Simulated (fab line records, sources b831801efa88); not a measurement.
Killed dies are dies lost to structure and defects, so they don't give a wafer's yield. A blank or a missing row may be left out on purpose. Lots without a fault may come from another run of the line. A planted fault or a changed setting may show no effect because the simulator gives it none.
Problem report in the 8D (eight disciplines) form, filled by code | flow gf180mcu | the parts of the form that need people (team, actions taken, sign-off) are left out

1. THE PROBLEM
heater_power_total_W at GF_MIM_SOFTBAKE_15 reads a mean of 58.46 W on 6 wafers of 2 lots; wafers without a fault read 56.60 W with a standard deviation of 0.042. That is +44 standard deviations from the usual mean.
The step: time 60 s.
First seen on wafer L792.2, day 25 09:48, on litho_track-03. The record holds 39 wafers of 13 lots with a number at this step. Rule for "out", or "out of limits": more than 4 standard deviations from the usual mean. The other wafers with a number count as sound.

2. WHAT IT IS AND WHAT IT IS NOT
question                    | is                                 | is not
which readings at this step | heater_power_total_W, plate_temp_C | -
which lots                  | L792, L793                         | L791, L797, L802, L804, L806, L808, L809, L810, L811, L812, L813
which wafers of those lots  | all that have a number             | -
read on which tools         | litho_track-03                     | litho_track-01, litho_track-04
when                        | from day 25 09:48                  | up to then (3 sound wafers); but 30 sound wafers of L797, L802, L804, L806, L808, L809, L810, L811, L812, L813 came after

3. SUSPECTS, AND WHAT RULES EACH OUT
Counting: a tool at a process step up to the reading stays a suspect if it ran every lot that is out and no sound lot after the first of them.
- pecvd-03 at GF_MIM_CVD_05 (deposits Si3N4, target thk 42 nm, time 29.086 s): ruled out as a lasting fault. Sound lots L809, L811, L813 ran on it after its first lot that is out, L792 (day 24 22:36).
- litho_track-03 at GF_MIM_SOFTBAKE_15 (time 60 s): ruled out as a lasting fault. Sound lots L802, L811, L813 ran on it after its first lot that is out, L792 (day 25 09:48).
Left after counting: nothing in the record.

4. THE CAUSE (what the simulator had put in)
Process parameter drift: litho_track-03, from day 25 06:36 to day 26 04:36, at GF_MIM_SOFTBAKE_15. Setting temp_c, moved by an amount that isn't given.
Counting ruled it out, wrongly.

5. THE CHAIN OF EFFECTS, in route order
Each row: a reading whose mean over the struck wafers that have a number lies more than 3 standard deviations from the usual. Only readings for which the record gives a usual standard deviation are gone through. hours: the time from each lot's start at the first step in this table that gives one to its start at this step, as a median over the lots. sigmas: the change in usual standard deviations.
hours | step               | reading              | usual   | on struck wafers | change | sigmas
0     | GF_MIM_SOFTBAKE_15 | heater_power_total_W | 56.60 W | 58.46            | +1.86  | +44
0     | GF_MIM_SOFTBAKE_15 | plate_temp_C         | 90.01 C | 92.16            | +2.15  | +17
The process steps in it:
- GF_MIM_SOFTBAKE_15: time 60 s.

6. WHAT WOULD HAVE CAUGHT IT SOONER
In this record the first reading out of limits was taken at day 25 09:48, 3 hours after the fault began at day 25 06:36.
